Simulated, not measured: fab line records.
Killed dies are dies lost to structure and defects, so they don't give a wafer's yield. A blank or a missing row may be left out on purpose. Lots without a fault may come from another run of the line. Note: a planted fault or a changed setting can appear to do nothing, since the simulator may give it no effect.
fab line records	flow sfq-line
[record] lots = 15	wafers = 45	last-day = 92
route steps=325 shown JJ@193 R5@226 I5@228
lots with no fault: from the same line, run without faults
start-h: hours from the record's opening day to when the first of the lot's shown wafers began	wait-h: hours elapsed since this lot's preceding step	" the same as in the row above	L1.1+2: one row covering several wafers at once	- no value, or no start was given	* or withheld: withheld	< > ~ a bound
route shown NAME@n: a module of which the file shows steps, and the number in the route of the first	usual: average and standard deviation across the fault-free wafers	same: alike in all rows	chamber/n: place in a boat	sites: the reading at each site	_std_site: standard deviation of those values	_edge_site: the outer-site mean with the inner-site mean subtracted	radius-mm: for every site, how far away it sits from the centre of the wafer	mask NAME#n: copy n	behind: the tool/chamber that last shaped the wafer	hold: reason for holding the lot/hours on hold/outcome of the hold	device: the transistor (n, p or np) that didn't switch	end of line: tests run on the same wafers once the route is complete	a step with no rows: only its recipe	killed: not the wafer's yield, but the dies lost to structure and defects at the first sort	map: per-die view of a wafer (x killed, . not killed, _ where there is no die)
set.NAME: the setting that was run; set.NAME@STEP: the one run at that earlier step	model.NAME: the simulator's own value behind a step, which no gauge read
one table for each step of the route and one row for each wafer, over a sample of lots
services: the hour from which a tool's chamber was out of use, counted from the record's first day as start-h (under 0 if before that day), plus the number of hours and why
[[steps]]
[step SFQ_TRILAYER_JJ_CE_BARC_OPEN_RIE_150]
[recipe] mask-material = PR	chemistry = O2	target-depth-nm = 240	target = BARC	icp-w = 600	bias-w = 80	pressure-mtorr = 10.47	time-s = 80
[usual] drypump-motor-current-A = 5.8/0.43	he-backside-leak-sccm = 3.6/0.38	oes-product-au = 0.538/0.0048
lot.wafer	tool	chamber	start-h	wait-h	drypump-motor-current-A	he-backside-leak-sccm	oes-product-au	rf-hours-counter-h
L221.1	rie-metal-03	0	1298.33	1.0	6.0	3.7	0.540	71
L221.3	"	0	"	"	5.9	3.8	0.532	-
L221.4	"	1	"	"	6.4	3.6	0.531	-
L222.1	rie-metal-03	1	1299.53	1.0	6.4	3.5	0.547	15
L222.4	"	1	"	"	6.4	3.5	0.541	-
L222.5	"	0	"	"	6.0	3.7	0.539	-
L224.1	rie-metal-04	0	1406.71	1.0	5.8	3.4	0.538	52
L224.2	"	1	"	"	6.0	3.3	0.537	47
L224.4	"	0	"	"	5.8	3.5	0.544	-
L227.1	rie-metal-03	0	1514.83	1.0	6.0	3.9	0.534	98
L227.2	"	1	"	"	6.4	3.6	0.540	42
L227.5	"	0	"	"	6.0	3.8	0.538	-
L229.2	rie-metal-04	1	1548.91	0.8	6.0	3.1	0.544	65
L229.3	"	1	"	"	6.0	3.3	0.536	-
L229.4	"	0	"	"	5.8	3.4	0.535	-
L230.2	rie-metal-03	1	1555.04	0.8	6.4	3.7	0.539	46
L230.5	"	0	"	"	6.0	3.9	0.536	-
L230.6	"	1	"	"	6.4	3.6	0.538	-
L231.2	rie-metal-04	1	1562.24	0.8	6.0	3.3	0.542	67
L231.4	"	1	"	"	6.0	3.9	0.542	-
L231.5	"	1	"	"	6.0	3.5	0.541	-
L236.2	rie-metal-03	0	1588.79	0.8	6.0	3.9	0.528	108
L236.4	"	1	"	"	6.4	3.6	0.528	-
L236.6	"	1	"	"	6.4	3.6	0.539	-
L237.1	rie-metal-02	0	1593.59	1.0	5.1	3.3	0.538	31
L237.2	"	1	"	"	5.4	3.4	0.544	7
L237.6	"	0	"	"	5.1	3.4	0.536	-
L238.1	rie-metal-04	1	1601.99	1.0	6.0	3.6	0.541	73
L238.2	"	0	"	"	5.8	3.6	0.538	78
L238.6	"	0	"	"	5.8	3.5	0.531	-
L239.1	rie-metal-02	0	1638.11	1.0	5.1	3.5	0.539	35
L239.2	"	1	"	"	5.4	3.4	0.547	11
L239.5	"	0	"	"	5.1	3.5	0.543	-
L240.2	rie-metal-03	0	1649.83	0.8	6.0	3.8	0.531	115
L240.5	"	0	"	"	6.0	3.9	0.542	-
L240.6	"	1	"	"	6.4	3.7	0.534	-
L242.2	rie-metal-02	0	1673.83	0.8	5.1	3.3	0.547	40
L242.4	"	1	"	"	5.4	3.6	0.542	-
L242.6	"	0	"	"	5.1	3.4	0.534	-
L243.1	rie-metal-04	0	1681.03	1.0	5.8	3.5	0.537	91
L243.5	"	0	"	"	5.8	3.3	0.541	-
L243.6	"	1	"	"	6.0	3.6	0.542	-
L244.1	rie-metal-03	1	1689.43	1.0	6.4	3.8	0.541	65
L244.5	"	0	"	"	6.0	3.9	0.539	-
L244.6	"	1	"	"	6.4	3.6	0.539	-
[step SFQ_TRILAYER_R5_STRIP_STRIP_140]
[recipe] gas = O2	power-w = 200	platen-temp-c = 40	overash-fraction = 0.65	chemistry = O2	pressure-mtorr = 50
[usual] drypump-motor-current-A = 5.7/0.37	he-backside-leak-sccm = 3.53/0.29	oes-product-au = 1.001/0.011
lot.wafer	tool	chamber	start-h	wait-h	drypump-motor-current-A	he-backside-leak-sccm	oes-product-au	rf-hours-counter-h
L221.1	rie-metal-02	0	1423.62	0.0	5.1	3.30	0.998	7
L221.3	"	0	"	"	5.1	3.19	0.996	-
L221.4	"	1	"	"	5.4	3.67	0.989	-
L222.1	rie-metal-04	0	1514.95	0.0	5.8	3.44	1.008	64
L222.4	"	0	"	"	5.8	3.55	1.008	-
L222.5	"	0	"	"	5.8	3.52	1.012	-
L224.1	rie-metal-02	1	1517.51	0.0	5.4	3.65	0.985	141
L224.2	"	0	"	"	5.1	3.45	0.984	18
L224.4	"	1	"	"	5.4	3.67	0.992	-
L227.1	rie-metal-02	0	1530.59	0.1	5.1	3.40	0.988	20
L227.2	"	0	"	"	5.1	3.35	0.983	-
L227.5	"	0	"	"	5.1	3.46	0.992	-
L229.2	rie-metal-04	1	1568.26	0.0	6.0	3.65	1.013	67
L229.3	"	0	"	"	5.8	3.49	1.010	-
L229.4	"	1	"	"	6.0	3.47	1.010	-
L230.2	rie-metal-02	1	1571.83	0.0	5.4	3.47	0.989	4
L230.5	"	0	"	"	5.1	3.48	1.004	-
L230.6	"	1	"	"	5.4	3.49	0.992	-
L231.2	rie-metal-02	1	1634.06	0.0	5.4	3.45	0.981	11
L231.4	"	1	"	"	5.4	3.46	0.980	-
L231.5	"	0	"	"	5.1	3.41	0.991	-
L236.2	rie-metal-04	1	1794.01	0.0	6.0	3.31	1.004	101
L236.4	"	0	"	"	5.8	3.41	1.015	-
L236.6	"	1	"	"	6.0	3.53	1.001	-
L237.1	rie-metal-04	0	1808.90	0.0	5.8	3.47	1.012	112
L237.2	"	1	"	"	6.0	3.82	0.996	103
L237.6	"	1	"	"	6.0	3.57	1.003	-
L238.1	rie-metal-04	0	1819.70	0.0	5.8	3.43	1.024	113
L238.2	"	1	"	"	6.0	3.73	1.005	103
L238.6	"	0	"	"	5.8	3.39	1.018	-
L239.1	rie-metal-04	0	1831.70	0.0	5.8	3.57	1.024	113
L239.2	"	1	"	"	6.0	3.77	0.998	104
L239.5	"	0	"	"	5.8	3.49	1.009	-
L240.2	rie-metal-01	1	1853.50	0.0	6.0	3.46	1.013	14
L240.5	"	0	"	"	6.1	3.78	1.013	-
L240.6	"	1	"	"	6.0	3.46	1.012	-
L242.2	rie-metal-04	0	1878.83	0.0	5.8	3.52	1.006	116
L242.4	"	1	"	"	6.0	3.40	1.002	-
L242.6	"	1	"	"	6.0	3.55	1.020	-
L243.1	rie-metal-01	0	1888.55	0.0	6.1	3.75	1.005	91
L243.5	"	1	"	"	6.0	3.21	1.005	-
L243.6	"	0	"	"	6.1	3.80	0.994	-
L244.1	rie-metal-01	0	1890.95	0.0	6.1	3.87	1.003	91
L244.5	"	0	"	"	6.1	3.90	0.988	-
L244.6	"	1	"	"	6.0	3.38	1.002	-
[step SFQ_TRILAYER_A5C_DEP_PECVD_142]
[recipe] material = SiO2	temp-c = 150	time-s = 15.556	pressure-torr = 2.4	rf-w = 183.3	precursor = SiH4/N2O	target-thk-nm = 70
[usual] heater-power-outer-w = 29/4.8	heater-power-w = 79/8.1	throttle-valve-pct = 24.2/1.2
lot.wafer	tool	chamber	start-h	wait-h	heater-power-outer-w	heater-power-w	throttle-valve-pct
L221.1	pecvd-02	0	1424.57	0.0	39	97	24.3
L221.3	"	2	"	"	28	82	23.5
L221.4	"	2	"	"	29	81	23.3
L222.1	pecvd-02	0	1515.72	0.0	30	81	24.3
L222.4	"	1	"	"	33	88	22.2
L222.5	"	0	"	"	30	85	24.1
L224.1	pecvd-02	2	1518.28	0.0	22	73	23.6
L224.2	"	1	"	"	32	89	22.0
L224.4	"	0	"	"	38	95	24.2
L227.1	pecvd-02	2	1531.97	0.0	28	79	23.9
L227.2	"	0	"	"	35	92	24.6
L227.5	"	2	"	"	28	79	23.5
L229.2	pecvd-02	0	1569.03	0.0	36	94	24.4
L229.3	"	2	"	"	23	72	23.7
L229.4	"	0	"	"	36	92	24.5
L230.2	pecvd-01	1	1572.61	0.0	25	69	23.8
L230.5	"	0	"	"	25	83	23.6
L230.6	"	1	"	"	24	66	23.7
L231.2	pecvd-02	0	1634.83	0.0	28	82	24.8
L231.4	"	2	"	"	19	67	24.0
L231.5	"	0	"	"	29	82	24.7
L236.2	pecvd-01	2	1794.79	0.0	37	87	23.1
L236.4	"	1	"	"	23	70	24.5
L236.6	"	0	"	"	23	77	24.9
L237.1	pecvd-01	0	1809.69	0.0	26	78	24.6
L237.2	"	2	"	"	29	76	23.5
L237.6	"	0	"	"	26	79	25.0
L238.1	pecvd-04	0	1820.47	0.0	26	69	23.4
L238.2	"	2	"	"	32	82	24.4
L238.6	"	2	"	"	20	67	24.6
L239.1	pecvd-04	2	1832.47	0.0	32	81	24.4
L239.2	"	0	"	"	30	74	23.6
L239.5	"	2	"	"	21	64	24.8
L240.2	pecvd-01	0	1854.28	0.0	25	80	24.8
L240.5	"	0	"	"	25	79	25.1
L240.6	"	2	"	"	37	85	23.4
L242.2	pecvd-04	0	1879.60	0.0	27	70	23.7
L242.4	"	1	"	"	34	85	26.9
L242.6	"	2	"	"	24	70	24.7
L243.1	pecvd-04	2	1889.33	0.0	26	74	24.6
L243.5	"	1	"	"	27	76	26.9
L243.6	"	0	"	"	34	79	23.5
L244.1	pecvd-02	1	1891.74	0.0	32	89	23.3
L244.5	"	2	"	"	29	85	24.3
L244.6	"	1	"	"	32	88	23.3
[step SFQ_TRILAYER_I5_LITHO_PEB_147]
[recipe] peb-temp-c = 115	peb-time-s = 59.16	resist = KrF
[usual] chill-plate-temp-C = 23.01/0.12	exhaust-pa = 45.0/0.95
lot.wafer	tool	chamber	start-h	wait-h	chill-plate-temp-C	exhaust-pa
L221.1	litho-track-03	0	1530.58	1.0	22.89	45.7
L221.3	"	0	"	"	22.92	44.6
L221.4	"	0	"	"	22.83	46.2
L222.1	litho-track-02	0	1617.25	1.0	23.03	44.6
L222.4	"	0	"	"	23.12	46.3
L222.5	"	0	"	"	22.95	46.0
L224.1	litho-track-02	0	1620.85	1.0	23.08	44.7
L224.2	"	0	"	"	23.29	44.4
L224.4	"	0	"	"	22.96	44.6
L227.1	litho-track-02	0	1630.45	1.0	23.21	44.9
L227.2	"	0	"	"	23.36	45.8
L227.5	"	0	"	"	23.28	44.7
L229.2	litho-track-04	-	1650.72	0.8	-	-
L229.3	"	-	"	"	-	-
L229.4	"	-	"	"	-	-
L230.2	litho-track-02	-	1654.32	0.8	-	-
L230.5	"	-	"	"	-	-
L230.6	"	-	"	"	-	-
L231.2	litho-track-03	-	1699.72	0.8	-	-
L231.4	"	-	"	"	-	-
L231.5	"	-	"	"	-	-
L236.2	litho-track-04	0	1849.47	0.8	22.86	44.6
L236.4	"	0	"	"	23.00	43.1
L236.6	"	0	"	"	23.00	44.8
L237.1	litho-track-04	0	1867.57	1.0	22.97	42.3
L237.2	"	0	"	"	22.94	42.7
L237.6	"	0	"	"	23.03	44.8
L238.1	litho-track-03	0	1886.90	1.0	23.19	46.0
L238.2	"	0	"	"	23.07	47.0
L238.6	"	0	"	"	23.13	45.2
L239.1	litho-track-04	0	1906.81	1.0	22.97	45.1
L239.2	"	0	"	"	23.02	45.0
L239.5	"	0	"	"	23.20	45.2
L240.2	litho-track-02	0	1915.36	0.8	22.98	45.6
L240.5	"	0	"	"	22.97	44.2
L240.6	"	0	"	"	22.96	45.8
L242.2	litho-track-03	0	1956.60	0.8	23.08	44.1
L242.4	"	0	"	"	22.74	44.9
L242.6	"	0	"	"	22.86	43.8
L243.1	litho-track-04	0	1966.17	1.0	23.08	45.5
L243.5	"	0	"	"	23.01	45.7
L243.6	"	0	"	"	23.08	46.6
L244.1	litho-track-02	0	1968.57	1.0	22.64	45.5
L244.5	"	0	"	"	22.91	45.3
L244.6	"	0	"	"	22.84	44.3
[[services]]
tool	chamber	start-h	hours	kind
pecvd-04	-	1291.00	0.9	repair
pecvd-01	-	1316.75	14.0	pm
rie-metal-02	-	1325.38	2.8	pm
rie-metal-04	-	1340.67	2.8	pm
pecvd-04	-	1368.85	1.2	repair
pecvd-04	1	1460.59	2.8	repair
rie-metal-02	-	1465.53	1.3	repair
pecvd-01	1	1476.79	3.6	repair
pecvd-04	-	1483.32	0.9	repair
pecvd-01	-	1516.96	0.9	repair
pecvd-04	-	1552.32	0.8	pm
pecvd-04	2	1558.68	2.7	repair
rie-metal-04	1	1621.07	14.7	repair
pecvd-01	2	1623.26	1.7	repair
pecvd-01	-	1641.08	6.0	pm
rie-metal-02	0	1644.65	6.6	repair
pecvd-01	-	1696.65	0.9	repair
pecvd-04	-	1732.46	3.1	repair
rie-metal-04	1	1743.25	4.9	repair
rie-metal-02	0	1748.95	9.8	repair
pecvd-04	-	1751.13	2.8	pm
rie-metal-03	-	1825.23	2.8	pm
pecvd-02	-	1842.44	2.8	pm
pecvd-02	-	1877.24	0.7	repair
[[key]]
[first-sign] step = SFQ_TRILAYER_I5_LITHO_PEB_147	reading = tool-record	direction = missing
effect none on later readings
met-at SFQ_TRILAYER_I5_LITHO_PEB_147
struck-lots L229,L230,L231
not-acting-at SFQ_TRILAYER_JJ_CE_BARC_OPEN_RIE_150,SFQ_TRILAYER_R5_STRIP_STRIP_140,SFQ_TRILAYER_A5C_DEP_PECVD_142
onset-between 1630.45 1650.72
[fault] kind = skipped-step-whole	tool = litho-track-02,litho-track-03,litho-track-04	chamber = -	onset-h = 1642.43	steps = SFQ_TRILAYER_I5_LITHO_PEB_147	scope = struck-lots-only
